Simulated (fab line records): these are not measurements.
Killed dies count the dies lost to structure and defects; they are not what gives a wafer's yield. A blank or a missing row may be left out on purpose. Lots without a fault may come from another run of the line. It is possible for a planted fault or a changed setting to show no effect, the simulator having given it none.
Matching of chambers + flow gf180mcu + cmp-01 running GF_STI_CMP_25: 4 sister chambers
The step polishes, stops on Si3N4, t overpolish 33 s, target thk 524.6 nm. 14 wafers are shown with their chamber, then 6 later ones without.

## EACH WAFER AND ITS CHAMBER
| wafer  | chamber | motor-current-A (A) | edge-zone-pressure-frac | time-to-endpoint-s (s) |
|--------|---------|---------------------|-------------------------|------------------------|
| L732.1 | 0       | 12.3                | 1.002                   | 127                    |
| L732.3 | 3       | 13.3                | 1.000                   | 127                    |
| L732.6 | 3       | 13.8                | 1.007                   | 124                    |
| L734.1 | 1       | 9.7                 | 0.993                   | 126                    |
| L734.3 | 3       | 14.0                | 1.008                   | 128                    |
| L734.4 | 2       | 12.0                | 0.997                   | 122                    |
| L736.2 | 0       | 12.9                | 0.998                   | 127                    |
| L736.5 | 0       | 13.1                | 0.999                   | 127                    |
| L736.6 | 1       | 10.1                | 0.996                   | 135                    |
| L739.2 | 0       | 12.4                | 0.997                   | 123                    |
| L739.3 | 2       | 10.9                | 0.996                   | 118                    |
| L739.4 | 1       | 9.6                 | 0.996                   | 130                    |
| L745.2 | 0       | 11.9                | 0.999                   | 117                    |
| L745.4 | 1       | 9.7                 | 0.997                   | 124                    |

SIGNATURES, as means of the wafers listed above
| reading                 | chamber 0 | chamber 1 | chamber 2 | chamber 3 | scatter within a chamber |
|-------------------------|-----------|-----------|-----------|-----------|--------------------------|
| motor-current-A         | 12.520    | 9.775     | 11.450    | 13.700    | 0.441                    |
| edge-zone-pressure-frac | 0.99900   | 0.99550   | 0.99650   | 1.00500   | 0.00248                  |
| time-to-endpoint-s      | 124.20    | 128.75    | 120.00    | 126.33    | 4.05                     |
Rule: a wafer lies at a distance from a chamber equal to the root of the sum of squares, over the readings, of (its reading less the chamber's mean, divided by the reading's scatter). The wafer belongs to the nearest chamber; if the next one is less than 2 further off, it can't be placed. How the scatter is found: for the shown wafers, subtract from each reading the mean of its chamber, square and add these, divide the total by (wafers less chambers), then take the root.

## WAFERS MISSING THEIR CHAMBER
| wafer  | motor-current-A (A) | edge-zone-pressure-frac | time-to-endpoint-s (s) |
|--------|---------------------|-------------------------|------------------------|
| L748.2 | 14.1                | 1.008                   | 124                    |
| L748.3 | 9.7                 | 0.995                   | 129                    |
| L748.5 | 11.9                | 0.995                   | 123                    |
| L751.1 | 9.4                 | 0.987                   | 125                    |
| L751.5 | 11.0                | 0.996                   | 121                    |
| L751.6 | 13.6                | 0.994                   | 126                    |

## CHAMBER TAKEN BY EACH
| wafer  | from the rows above          | in truth |
|--------|------------------------------|----------|
| L748.2 | 3                            | 3        |
| L748.3 | 1                            | 1        |
| L748.5 | can't be placed: 2 or 0      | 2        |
| L751.1 | 1                            | 1        |
| L751.5 | 2                            | 2        |
| L751.6 | can't be placed: 0 or 3 or 2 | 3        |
Correctly placed: 4 of 6. These rows do not allow placing 2 (true chamber among the candidates in 2). Wrongly placed: 0.
